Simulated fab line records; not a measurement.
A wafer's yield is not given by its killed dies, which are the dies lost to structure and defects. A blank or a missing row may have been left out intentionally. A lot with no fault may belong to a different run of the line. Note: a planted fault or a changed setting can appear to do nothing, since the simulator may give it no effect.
fab line records	flow sky130
record: lots: 12	wafers: 36	lastDay: 50
route steps=708 shown DNWELL@44 NWELL@63 SONOS_ONO@170
lots untouched by any fault: they come from a run of this same line in which no faults occurred
startH: the number of hours between the record's first day and the start of the first shown wafer of the lot	waitH: how many hours have passed since the lot's step before this one	" unchanged from the row above	L1.1+2: one row covering several wafers at once	- either no value or no given start	* or withheld: withheld	< > ~ a bound
route shown NAME@n: a module of which the file shows steps, and the number in the route of the first	usual: mean/standard deviation of fault-free wafers	same: alike in all rows	chamber/n: place in a boat	sites: each site's reading	_std_site: the standard deviation of these	_edge_site: mean of outer sites minus mean of inner sites	radiusMm: for every site, how far away it sits from the centre of the wafer	mask NAME#n: copy n	behind: the last tool/chamber to shape the wafer	hold: the reason the lot was held/the length of the hold in hours/how it ended	device: transistor that didn't switch, given as n, p or np	end of line: tests run on the same wafers once the route is complete	a step given without rows: its recipe and nothing more	killed: the dies lost at the first sort to structure and to defects; this is not the yield of the wafer	map: a wafer's dies, x killed, . not, _ none there
set.NAME: the run value of the setting; set.NAME@STEP: its run value at that earlier step	model.NAME: the simulator's own value behind a step, which no gauge read
a sample of lots followed through the steps of the route, with each step as a table and each wafer as a row
== steps ==
step: SKY_DNWELL_TW_MEAS_09
usual: DNWELL_TW: 1101/11
lot.wafer	tool	chamber	startH	waitH	DNWELL_TW
L681.3	filmMetro-02	-	50.38	0.1	1104
L681.4	"	-	"	"	1103
L681.5	"	-	"	"	1104
L682.4	filmMetro-03	-	61.05	0.1	1090
L682.5	"	-	"	"	1086
L682.6	"	-	"	"	1088
L684.3	filmMetro-04	-	67.83	0.1	1109
L684.5	"	-	"	"	1110
L684.6	"	-	"	"	1112
L685.1	filmMetro-02	-	73.76	0.1	1105
L685.4	"	-	"	"	1107
L685.5	"	-	"	"	1104
L686.1	filmMetro-02	-	81.43	0.1	1109
L686.3	"	-	"	"	1107
L686.5	"	-	"	"	1101
L688.1	filmMetro-02	-	89.33	0.1	1106
L688.2	"	-	"	"	1118
L688.4	"	-	"	"	1105
L689.1	filmMetro-04	-	94.61	0.1	1117
L689.3	"	-	"	"	1116
L689.6	"	-	"	"	1116
L690.2	filmMetro-04	-	97.22	0.1	1118
L690.4	"	-	"	"	1117
L690.6	"	-	"	"	1114
L693.1	filmMetro-04	-	113.88	0.1	1112
L693.2	"	-	"	"	1107
L693.5	"	-	"	"	1107
L702.2	filmMetro-02	-	164.12	0.1	1093
L702.3	"	-	"	"	1098
L702.5	"	-	"	"	1096
L703.2	filmMetro-03	-	173.52	0.1	1087
L703.3	"	-	"	"	1089
L703.5	"	-	"	"	1086
L704.1	filmMetro-03	-	179.62	0.1	1091
L704.5	"	-	"	"	1096
L704.6	"	-	"	"	1090
step: SKY_NWELL_OVL_MEAS_10
usual: NWELL_00_OVL: -1.7/1.4
lot.wafer	tool	chamber	startH	waitH	NWELL_00_OVL[nm]
L681.3	overlay-01	-	82.58	-	-0.4
L681.4	"	-	"	"	-0.4
L681.5	"	-	"	"	-0.7
L682.4	overlay-01	-	94.33	-	0.4
L682.5	"	-	"	"	0.8
L682.6	"	-	"	"	1.5
L684.3	overlay-01	-	101.03	-	0.1
L684.5	"	-	"	"	-2.1
L684.6	"	-	"	"	-1.8
L685.1	overlay-01	-	107.53	-	-3.5
L685.4	"	-	"	"	-1.0
L685.5	"	-	"	"	-1.8
L686.1	overlay-01	-	115.92	-	-0.1
L686.3	"	-	"	"	-2.6
L686.5	"	-	"	"	-1.6
L688.1	overlay-01	-	125.42	-	-1.0
L688.2	"	-	"	"	0.9
L688.4	"	-	"	"	1.1
L689.1	overlay-01	-	131.17	-	-1.3
L689.3	"	-	"	"	-2.2
L689.6	"	-	"	"	-3.8
L690.2	overlay-02	-	133.57	-	-2.0
L690.4	"	-	"	"	-1.1
L690.6	"	-	"	"	-2.0
L693.1	overlay-01	-	151.83	-	-2.0
L693.2	"	-	"	"	-3.4
L693.5	"	-	"	"	-2.3
L702.2	overlay-02	-	205.77	-	-2.4
L702.3	"	-	"	"	-2.0
L702.5	"	-	"	"	-4.4
L703.2	overlay-02	-	216.82	-	-2.1
L703.3	"	-	"	"	-3.2
L703.5	"	-	"	"	-3.0
L704.1	overlay-02	-	224.37	-	-1.8
L704.5	"	-	"	"	-0.8
L704.6	"	-	"	"	-1.0
step: SKY_SONOS_ONO_CVD_02
recipe: material: Si3N4	precursor: DCS/NH3	targetThkNm: 10.5	tempC: 770	timeS: 180	pressureMtorr: 250
usual: pressureMtorr: 249.9/0.49	spikeTcBottomC: 788.0/1.6	spikeTcCentreC: 770.6/1	spikeTcLowerC: 770.2/1.1	spikeTcTopC: 782.7/1.9	spikeTcUpperC: 769.8/0.9	susceptorTempC: 770.0/0.34	zonePowerBottomPct: 19.70/0.29	zonePowerTopPct: 23.00/0.22	zonePowerUpperPct: 13.08/0.13
same: timeS: 180
lot.wafer	tool	chamber	startH	waitH	pressureMtorr	spikeTcBottomC	spikeTcCentreC	spikeTcLowerC	spikeTcTopC	spikeTcUpperC	susceptorTempC	zonePowerBottomPct	zonePowerTopPct	zonePowerUpperPct
L681.3	lpcvd-02	0	248.78	0.0	250.9	786.8	770.1	770.3	786.2	770.4	770.6	19.87	22.95	12.89
L681.4	"	0	"	"	250.3	788.8	769.6	770.6	785.0	769.0	770.2	19.88	23.04	12.98
L681.5	"	0	"	"	250.3	790.2	772.5	770.6	785.4	769.4	770.3	20.05	22.83	12.99
L682.4	lpcvd-02	0	263.59	0.5	250.7	789.2	770.8	769.8	783.0	768.6	769.6	19.51	23.44	13.31
L682.5	"	0	"	"	250.3	788.7	770.3	771.3	782.2	769.3	770.2	19.57	23.01	13.16
L682.6	"	0	"	"	250.2	788.0	771.6	769.5	782.7	769.4	770.3	19.88	23.09	13.12
L684.3	lpcvd-02	0	275.59	0.6	249.8	788.6	772.2	769.6	783.3	770.6	769.9	20.31	22.97	13.01
L684.5	"	0	"	"	249.5	787.3	771.0	769.3	783.3	772.3	770.0	19.67	22.77	13.14
L684.6	"	0	"	"	249.7	789.0	771.9	770.2	784.4	770.1	770.4	20.16	22.97	13.23
L685.1	lpcvd-02	1	281.21	0.1	249.5	785.5	769.8	768.0	779.7	769.1	770.2	19.43	22.96	13.27
L685.4	"	1	"	"	249.3	786.6	770.5	769.9	780.2	769.1	770.2	19.47	23.24	12.96
L685.5	"	1	"	"	249.4	789.1	771.1	768.3	781.9	769.4	770.3	19.23	22.99	13.07
L686.1	lpcvd-02	0	294.84	1.4	249.5	788.9	770.7	770.7	784.5	771.0	770.2	20.03	23.38	12.95
L686.3	"	0	"	"	250.2	788.0	770.3	770.4	785.9	768.8	769.9	19.79	22.93	13.15
L686.5	"	0	"	"	249.8	788.5	769.5	770.8	783.3	769.8	769.7	19.88	23.00	13.13
L688.1	lpcvd-02	0	309.14	1.3	249.9	788.8	772.7	771.2	783.7	768.7	770.2	19.87	22.88	13.02
L688.2	"	0	"	"	249.6	789.0	770.9	771.3	782.6	768.4	770.4	19.71	23.05	13.14
L688.4	"	0	"	"	249.7	789.3	771.4	770.1	783.5	768.5	770.1	20.11	22.74	13.26
L689.1	lpcvd-02	0	318.82	1.1	249.6	789.4	769.4	770.5	784.1	770.2	769.1	20.01	23.09	13.12
L689.3	"	0	"	"	249.9	789.7	772.3	771.3	786.8	770.6	769.7	19.67	23.04	13.23
L689.6	"	0	"	"	249.9	789.4	770.3	770.2	783.5	770.3	770.1	19.98	23.16	13.17
L690.2	lpcvd-02	0	318.82	1.1	250.2	789.5	770.5	770.4	784.0	770.7	769.8	19.64	22.83	13.23
L690.4	"	0	"	"	250.6	789.3	770.0	772.1	784.8	771.5	770.0	19.91	23.03	13.26
L690.6	"	0	"	"	249.7	789.5	769.9	768.9	782.4	771.1	769.8	19.55	23.34	13.00
L693.1	lpcvd-02	0	346.49	1.6	249.9	810.3	793.3	792.8	806.5	791.8	791.2	21.16	24.42	13.61
L693.2	"	0	"	"	250.6	809.2	792.7	792.9	806.1	790.3	791.8	21.03	24.00	13.75
L693.5	"	0	"	"	249.6	811.6	791.7	791.4	805.8	792.4	791.8	20.81	23.80	14.08
L702.2	lpcvd-02	0	418.85	1.5	250.7	789.8	773.0	772.4	784.7	768.8	769.7	20.01	23.10	13.23
L702.3	"	0	"	"	249.6	788.4	771.3	771.1	785.5	769.5	769.9	19.60	22.94	13.04
L702.5	"	0	"	"	249.8	789.7	769.3	770.2	784.3	770.8	769.8	19.72	23.14	13.00
L703.2	lpcvd-02	0	430.75	0.0	249.7	788.3	771.4	768.5	785.7	770.6	770.5	19.97	23.39	13.10
L703.3	"	0	"	"	249.8	789.1	771.7	771.0	785.0	769.8	770.5	19.82	23.24	13.00
L703.5	"	0	"	"	249.5	788.8	772.4	769.5	783.2	771.2	770.0	20.04	23.12	13.01
L704.1	lpcvd-02	1	440.12	0.2	249.5	787.5	770.1	769.7	780.5	770.7	770.1	19.25	22.76	12.96
L704.5	"	1	"	"	249.5	787.2	769.9	768.6	779.4	769.2	770.1	19.38	22.72	12.88
L704.6	"	1	"	"	250.0	783.9	770.3	768.6	780.0	770.5	770.2	19.54	23.12	12.87
step: SKY_SONOS_ONO_THK_MEAS_03
recipe: reads: Si3N4_of_SONOS_ONO_CVD_02
usual: SONOS_ONO_CVD_02_THK: 10.46/0.13
lot.wafer	tool	chamber	startH	waitH	SONOS_ONO_CVD_02_THK[nm]
L681.3	filmMetro-01	-	249.85	0.0	10.48
L681.4	"	-	"	"	10.72
L681.5	"	-	"	"	10.57
L682.4	filmMetro-04	-	264.67	0.0	10.44
L682.5	"	-	"	"	10.56
L682.6	"	-	"	"	10.51
L684.3	filmMetro-03	-	276.66	0.0	10.39
L684.5	"	-	"	"	10.42
L684.6	"	-	"	"	10.61
L685.1	filmMetro-03	-	282.26	0.0	10.45
L685.4	"	-	"	"	10.41
L685.5	"	-	"	"	10.45
L686.1	filmMetro-01	-	295.89	0.0	10.36
L686.3	"	-	"	"	10.38
L686.5	"	-	"	"	10.40
L688.1	filmMetro-01	-	310.19	0.0	10.34
L688.2	"	-	"	"	10.27
L688.4	"	-	"	"	10.43
L689.1	filmMetro-03	-	319.87	0.0	10.66
L689.3	"	-	"	"	10.73
L689.6	"	-	"	"	10.58
L690.2	filmMetro-04	-	319.88	0.0	10.44
L690.4	"	-	"	"	10.44
L690.6	"	-	"	"	10.47
L693.1	filmMetro-01	-	348.06	0.0	15.88
L693.2	"	-	"	"	16.03
L693.5	"	-	"	"	15.74
L702.2	filmMetro-03	-	419.91	0.0	10.56
L702.3	"	-	"	"	10.55
L702.5	"	-	"	"	10.53
L703.2	filmMetro-01	-	431.81	0.0	10.52
L703.3	"	-	"	"	10.68
L703.5	"	-	"	"	10.52
L704.1	filmMetro-04	-	441.17	0.0	10.38
L704.5	"	-	"	"	10.41
L704.6	"	-	"	"	10.32
step: SKY_SONOS_ONO_OVL_MEAS_14
usual: SONOS_ONO_OVL: 0.9/1.4
lot.wafer	tool	chamber	startH	waitH	SONOS_ONO_OVL[nm]
L681.3	overlay-01	-	274.89	0.1	1.2
L681.4	"	-	"	"	1.6
L681.5	"	-	"	"	0.2
L682.4	overlay-02	-	291.10	0.1	0.5
L682.5	"	-	"	"	0.0
L682.6	"	-	"	"	0.6
L684.3	overlay-01	-	303.79	0.1	2.6
L684.5	"	-	"	"	0.1
L684.6	"	-	"	"	0.5
L685.1	overlay-01	-	308.74	0.1	1.5
L685.4	"	-	"	"	2.0
L685.5	"	-	"	"	2.2
L686.1	overlay-02	-	323.63	0.1	0.5
L686.3	"	-	"	"	0.6
L686.5	"	-	"	"	-0.2
L688.1	overlay-02	-	336.90	0.1	2.1
L688.2	"	-	"	"	-1.5
L688.4	"	-	"	"	0.5
L690.2	overlay-02	-	347.04	0.1	1.7
L690.4	"	-	"	"	1.4
L690.6	"	-	"	"	2.8
L689.1	overlay-01	-	347.34	0.1	2.1
L689.3	"	-	"	"	3.4
L689.6	"	-	"	"	1.6
L693.1	overlay-02	-	377.83	0.1	-1.9
L693.2	"	-	"	"	-0.7
L693.5	"	-	"	"	0.6
L702.2	overlay-02	-	453.04	0.1	0.7
L702.3	"	-	"	"	-0.4
L702.5	"	-	"	"	-0.1
L703.2	overlay-02	-	464.63	0.1	1.0
L703.3	"	-	"	"	1.5
L703.5	"	-	"	"	1.3
L704.1	overlay-02	-	474.18	0.1	0.5
L704.5	"	-	"	"	1.3
L704.6	"	-	"	"	1.1
== key ==
firstSign: step: SKY_SONOS_ONO_CVD_02	reading: susceptorTempC	direction: up	sigmas: 64	usual: *	struck: *
effect: step: SKY_SONOS_ONO_CVD_02	reading: spikeTcUpperC	direction: up	sigmas: 24	usual: 769.8	struck: 791.5
effect: step: SKY_SONOS_ONO_THK_MEAS_03	reading: SONOS_ONO_CVD_02_THK	direction: up	sigmas: 41	usual: 10.46	struck: 15.88
metAt SKY_SONOS_ONO_CVD_02
struckLots L693
struckWafers L693.1,L693.2,L693.5
testerLeftOut L693
notActingAt SKY_DNWELL_TW_MEAS_09,SKY_NWELL_OVL_MEAS_10,SKY_SONOS_ONO_OVL_MEAS_14
onsetBetween 318.82 346.49
fault: kind: processParameterDrift	tool: lpcvd-02	chamber: 0	onsetH: 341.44	steps: SKY_SONOS_ONO_CVD_02	channel: tempC	offset: *	shape: step	endH: 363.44	actsIn: *	stated: *
testerLeftOut: of these lots the tester's yield and bins aren't shown, on N5 and GAA mostly nor the transistor test; their killed dies are dies lost to structure and defects alone, not to doping, threshold or leakage, so they don't give the yield
